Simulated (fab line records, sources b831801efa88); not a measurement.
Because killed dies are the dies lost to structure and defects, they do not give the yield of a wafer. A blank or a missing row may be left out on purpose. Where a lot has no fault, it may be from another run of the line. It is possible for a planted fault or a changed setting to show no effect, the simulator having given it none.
Comparing a struck lot with a sound one | flow sky130 | 14 steps out of a route of 708
Sound: these wafers, L806.1, L806.3, L806.4. Wafers struck: L808.3, L808.4, L808.5. The cause is given at the end.
For every step that has rows: the tool of each side, followed by ch and its chambers, followed by its first start. Under that, the readings that differ: sound wafers | struck wafers | difference of the means | sigmas: that difference in standard deviations of wafers without a fault.
alike: a reading whose means differ by less than 2 such deviations, as well as words and numbers matching on both sides. not compared: withheld readings; readings where some wafer has no value; bounds like >300 that might hide an equal value; numbers whose values overlap and for which the record gives no deviation.
Wherever a step has rows on one side only, a row that says differs or no value, or a row with sigmas, the two part there. Numbers that don't overlap but have no deviation are shown without sigmas and don't part them. A reading missing from all wafers of one side parts the sides only when that side holds two or more wafers.

SKY_METAL5_SPUTTER_01: material TiN, target thk 20 nm, time 16.7 s.
  sound on pvdSputter-01, day 43 18:00; struck on pvdSputter-02, day 44 04:57
  alike: throttleValvePct
SKY_METAL5_SPUTTER_02: material AlCu, target thk 1150 nm, time 61.2 s.
  sound on pvdSputter-01, day 43 18:01; struck on pvdSputter-02, day 44 04:58
  alike: throttleValvePct
SKY_METAL5_SPUTTER_03: material Ti, target thk 5 nm, time 3.3 s.
  sound on pvdSputter-01, day 43 18:04; struck on pvdSputter-02, day 44 05:01
  alike: throttleValvePct
SKY_METAL5_SPUTTER_04: material TiN, target thk 70 nm, time 58.3 s.
  sound on pvdSputter-01, day 43 18:05; struck on pvdSputter-02, day 44 05:02
  alike: throttleValvePct
SKY_METAL5_RS_MEAS_05: the measuring method here is four-point-probe.
  sound on filmMetro-01, day 43 18:08; struck on filmMetro-04, day 44 05:08
  alike: METAL5_ALCU_RS
SKY_METAL5_THK_MEAS_06: measures by xrf.
  sound on filmMetro-01, day 43 18:16; struck on filmMetro-04, day 44 05:14
  alike: METAL5_ALCU_THK
then, 6 steps without rows for these wafers: SKY_METAL5_DEHYDRATE_07 (time 60 s); SKY_METAL5_HMDS_08 (prime time 60 s); SKY_METAL5_COAT_09 (resist thk 1800 nm); SKY_METAL5_SOFTBAKE_10 (time 60 s); SKY_METAL5_EXPOSE_11 (exposes mask MM5, target cd 1600 nm); SKY_METAL5_PEB_12.
SKY_METAL5_DEVELOP_13: develop time 60 s.
  struck on lithoTrack-03, day 45 02:50; sound on lithoTrack-04 ch 0, day 44 16:02
  no value came back on the struck wafers for chillPlateTempC (C), developTimeS (s), developerTempC (C); on the sound wafers chillPlateTempC (C) reads 23.10 23.11 22.92
SKY_METAL5_DESCUM_14: chemistry O2, time 11 s.
  sound on rieMetal-04 ch 0,1, day 44 16:11; struck on rieMetal-03 ch 0,1, day 45 02:56
  alike: drypumpMotorCurrentA, oesProductAu
  not compared: rfHoursCounterH

## WHERE THEY PART
SKY_METAL5_DEVELOP_13 only, going by this record. Later steps at which nothing parts them and some readings are alike: SKY_METAL5_DESCUM_14.

WHY: whatever the simulator had introduced
Beginning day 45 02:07, the whole step at SKY_METAL5_DEVELOP_13 was skipped on lithoTrack-03. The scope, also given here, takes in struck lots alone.
